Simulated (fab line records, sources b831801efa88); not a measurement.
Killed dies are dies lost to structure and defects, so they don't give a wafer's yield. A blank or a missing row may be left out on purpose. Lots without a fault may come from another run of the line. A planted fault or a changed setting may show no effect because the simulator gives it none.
One fault seen from 2 desks | flow gf180mcu | each desk has only its own numbers; what lay behind them comes last

THE TOOL OWNER'S DESK: iline_stepper-01
The tool's own readings at GF_HV_LDD_EXPOSE_16 (exposes mask Pplus LV AREA, target cd 400 nm): means of the sampled wafers that have a number, for each lot that ran on this tool. A lot is out of limits, marked OUT, if its mean lies more than 4 standard deviations from the usual mean; the brackets give that distance.
Columns: A = exposure_dose_mJ_cm2 at GF_HV_LDD_EXPOSE_16, usual 140.00
lot  | first seen here | A
L669 | day 10 15:01    | 140.05
L671 | day 11 04:53    | 139.94
L674 | day 11 23:35    | 140.06
L677 | day 12 19:38    | 139.95
L678 | day 13 09:59    | 140.01
L679 | day 13 17:59    | 140.05
L682 | day 14 16:25    | 123.26 (-99 or more) OUT
L684 | day 15 10:06    | 123.29 (-99 or more) OUT
This desk's finding: out of limits on L682, L684; first on L682, day 14 16:25 (exposure_dose_mJ_cm2 at GF_HV_LDD_EXPOSE_16). In limits: L669, L671, L674, L677, L678, L679.

THE METROLOGY DESK
What the gauges read, lot by lot, whatever tool the lot ran on: means of the sampled wafers that have a number. A lot is out of limits, marked OUT, if its mean lies more than 4 standard deviations from the usual mean; the brackets give that distance.
Columns: A = POLY_GATE_CVD_00_THK at GF_POLY_GATE_THK_MEAS_01, usual 199.1 nm; B = POLY_GATE_OVL at GF_POLY_GATE_OVL_MEAS_11, usual 1 nm; C = cd_nm at GF_HV_LDD_CD_MEAS_19, usual 400.1 nm
lot  | first seen here | A     | B  | C
L669 | day 8 17:55     | 197.3 | -0 | 399.6
L671 | day 9 05:43     | 197.3 | 1  | 400.3
L672 | day 9 07:24     | 198.8 | 1  | 401.1
L674 | day 9 23:34     | 200.6 | 6  | 398.1
L675 | day 10 04:09    | 198.7 | 2  | 398.9
L677 | day 10 19:08    | 200.8 | -4 | 402.3
L678 | day 11 07:08    | 198.3 | -1 | 400.6
L679 | day 11 11:34    | 197.4 | -3 | 398.6
L682 | day 12 11:51    | 201.7 | 3  | 365.3 (-16) OUT
L684 | day 13 02:10    | 198.6 | -1 | 363.1 (-17) OUT
L690 | day 14 14:48    | 199.1 | 8  | 401.6
L691 | day 14 23:37    | 199.8 | -2 | 396.9
L692 | day 15 05:25    | 199.4 | 1  | 400.5
This desk's finding: out of limits on L682, L684; first on L682, day 15 02:40 (cd_nm at GF_HV_LDD_CD_MEAS_19). In limits: L669, L671, L672, L674, L675, L677, L678, L679, L690, L691, L692.

PUT TOGETHER
The tool owner's desk could have raised an alarm at day 14 16:25, on L682, L684.
The metrology desk could have raised an alarm at day 15 02:40, on L682, L684.
Of the lots named, all ran GF_HV_LDD_EXPOSE_16 on iline_stepper-01.

WHAT THE SIMULATOR HAD PUT IN
Process parameter drift: iline_stepper-01, from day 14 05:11 on, at GF_HV_LDD_EXPOSE_16. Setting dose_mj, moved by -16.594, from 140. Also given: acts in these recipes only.
Lots struck among those shown: L682, L684.
Hours from the fault's start to each desk's first reading out of limits: the tool owner's desk, 11; the metrology desk, 21.
